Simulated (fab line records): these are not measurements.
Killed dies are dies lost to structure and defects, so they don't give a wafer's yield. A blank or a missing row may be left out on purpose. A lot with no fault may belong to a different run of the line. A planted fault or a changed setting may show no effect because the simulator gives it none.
Struck lot and sound lot, side by side + flow sky130 + 26 steps out of a route of 708
Sound: these wafers, L167.3, L167.5, L167.6. The struck wafers were L172.1, L172.2, L172.4. Last of all comes the cause.
Each step with rows lists, per side, the tool, then ch with its chambers, then its first start. Under that, the readings that differ: sound wafers + struck wafers + difference of the means + sigmas: that difference in standard deviations of wafers without a fault.
alike: a reading whose means differ by less than 2 such deviations, as well as words and numbers matching on both sides. not compared: withheld readings; readings where some wafer has no value; bounds like >300 that might hide an equal value; numbers whose values overlap and for which the record gives no deviation.
A row with sigmas, a row that says differs or no value, or rows on one side alone: a step with any of these is where the two part. When numbers do not overlap yet have no deviation, they are printed without sigmas and do not part them. A reading missing from all wafers of one side parts the sides only when that side holds two or more wafers.

first, 1 step without rows for these wafers: SKY_VT_ADJUST_HVTP_IMPLANT_09.
SKY_VT_ADJUST_HVTP_STRIP_10: strips in O2/N2.
  sound on plasma-asher-01 ch 0,1, day 7 18:43; struck on plasma-asher-01 ch 0,1, day 9 05:22
| reading                        | sound                | struck               | difference | sigmas |
|--------------------------------|----------------------|----------------------|------------|--------|
| chamber-pressure-mTorr (mTorr) | 1502.3 1501.1 1502.3 | 1498.3 1499.9 1497.9 | -3.2       | -2     |
  alike: drypump-motor-current-A, oes-product-au, strip-time-to-endpoint-s
  not compared: rf-hours-counter-h
SKY_VT_ADJUST_HVTP_TW_MEAS_11:
  sound on film-metro-01 at day 7 18:48; struck on film-metro-03 at day 9 05:28
  alike: VT_ADJUST_HVTP_TW
then, 7 steps without rows for these wafers: SKY_VT_ADJUST_LVTN_DEHYDRATE_00 (time 60 s); SKY_VT_ADJUST_LVTN_HMDS_01 (prime time 60 s); SKY_VT_ADJUST_LVTN_COAT_02 (resist thk 3000 nm); SKY_VT_ADJUST_LVTN_SOFTBAKE_03; SKY_VT_ADJUST_LVTN_EXPOSE_04 (exposes mask NWM COMPLEMENT LESS NATIVE, target cd 840 nm); SKY_VT_ADJUST_LVTN_PEB_05; SKY_VT_ADJUST_LVTN_DEVELOP_06 (develop time 60 s).
SKY_VT_ADJUST_LVTN_OVL_MEAS_07:
  sound on overlay-01 at day 8 14:02; struck on overlay-02 at day 10 02:40
  alike: VT_ADJUST_LVTN_OVL
then, 1 step without rows for these wafers: SKY_VT_ADJUST_LVTN_IMPLANT_08.
SKY_VT_ADJUST_LVTN_STRIP_09: strips in O2/N2.
  sound on plasma-asher-02 ch 0,1, day 8 14:14; struck on plasma-asher-03 ch 0,1, day 10 02:51
  no value came back on the struck wafers for chamber-pressure-mTorr (mTorr), drypump-motor-current-A (A), oes-product-au (a.u.), strip-time-to-endpoint-s (s); on the sound wafers chamber-pressure-mTorr (mTorr) reads 1501.4 1498.4 1498.8
| reading                                          | sound | struck         | difference | sigmas |
|--------------------------------------------------|-------|----------------|------------|--------|
| model.coat_of_VT_ADJUST_LVTN_COAT_02.thk-nm (nm) | 0 0 0 | 2991 2997 2994 | +2994      |        |
  not compared: rf-hours-counter-h
SKY_VT_ADJUST_LVTN_TW_MEAS_10:
  sound on film-metro-03 at day 8 14:19; struck on film-metro-03 at day 10 02:57
  alike: VT_ADJUST_LVTN_TW
then, 7 steps without rows for these wafers: SKY_VT_ADJUST_LVTN_DEHYDRATE_11 (time 60 s); SKY_VT_ADJUST_LVTN_HMDS_12 (prime time 60 s); SKY_VT_ADJUST_LVTN_COAT_13 (resist thk 1140 nm); SKY_VT_ADJUST_LVTN_SOFTBAKE_14 (time 60 s); SKY_VT_ADJUST_LVTN_EXPOSE_15 (exposes mask HVN STD DERIVED, target cd 600 nm); SKY_VT_ADJUST_LVTN_PEB_16; SKY_VT_ADJUST_LVTN_DEVELOP_17 (develop time 60 s).
SKY_VT_ADJUST_LVTN_OVL_MEAS_18:
  sound on overlay-02 at day 9 10:43; struck on overlay-01 at day 11 01:52
  alike: VT_ADJUST_LVTN_01_OVL
then, 1 step without rows for these wafers: SKY_VT_ADJUST_LVTN_IMPLANT_19.
SKY_VT_ADJUST_LVTN_STRIP_20: strips in O2/N2.
  sound on plasma-asher-01 ch 0,1, day 9 10:55; struck on plasma-asher-03 ch 0,1, day 11 02:03
| reading                      | sound             | struck            | difference | sigmas      |
|------------------------------|-------------------|-------------------|------------|-------------|
| oes-product-au (a.u.)        | 0.713 0.716 0.716 | 0.719 0.732 0.731 | +0.012     | +2          |
| strip-time-to-endpoint-s (s) | 14.15 14.19 14.14 | 58.57 58.71 58.67 | +44.49     | +99 or more |
  alike: chamber-pressure-mTorr, drypump-motor-current-A
  not compared: rf-hours-counter-h
SKY_VT_ADJUST_LVTN_TW_MEAS_21:
  sound on film-metro-03 at day 9 11:00; struck on film-metro-03 at day 11 02:23
| reading             | sound             | struck         | difference | sigmas      |
|---------------------|-------------------|----------------|------------|-------------|
| VT_ADJUST_LVTN_2_TW | 188.2 189.2 188.5 | 30.3 30.4 30.1 | -158.4     | -99 or more |
  not compared: hold
SKY_PAD_OPEN_PROBE_99:
  the record holds rows for the sound wafers here (prober-02, day 47 10:48) but none for the struck ones

WHERE THEY PART
First at SKY_VT_ADJUST_HVTP_STRIP_10; last, within this record, at SKY_PAD_OPEN_PROBE_99.

WHY: what had been put in by the simulator
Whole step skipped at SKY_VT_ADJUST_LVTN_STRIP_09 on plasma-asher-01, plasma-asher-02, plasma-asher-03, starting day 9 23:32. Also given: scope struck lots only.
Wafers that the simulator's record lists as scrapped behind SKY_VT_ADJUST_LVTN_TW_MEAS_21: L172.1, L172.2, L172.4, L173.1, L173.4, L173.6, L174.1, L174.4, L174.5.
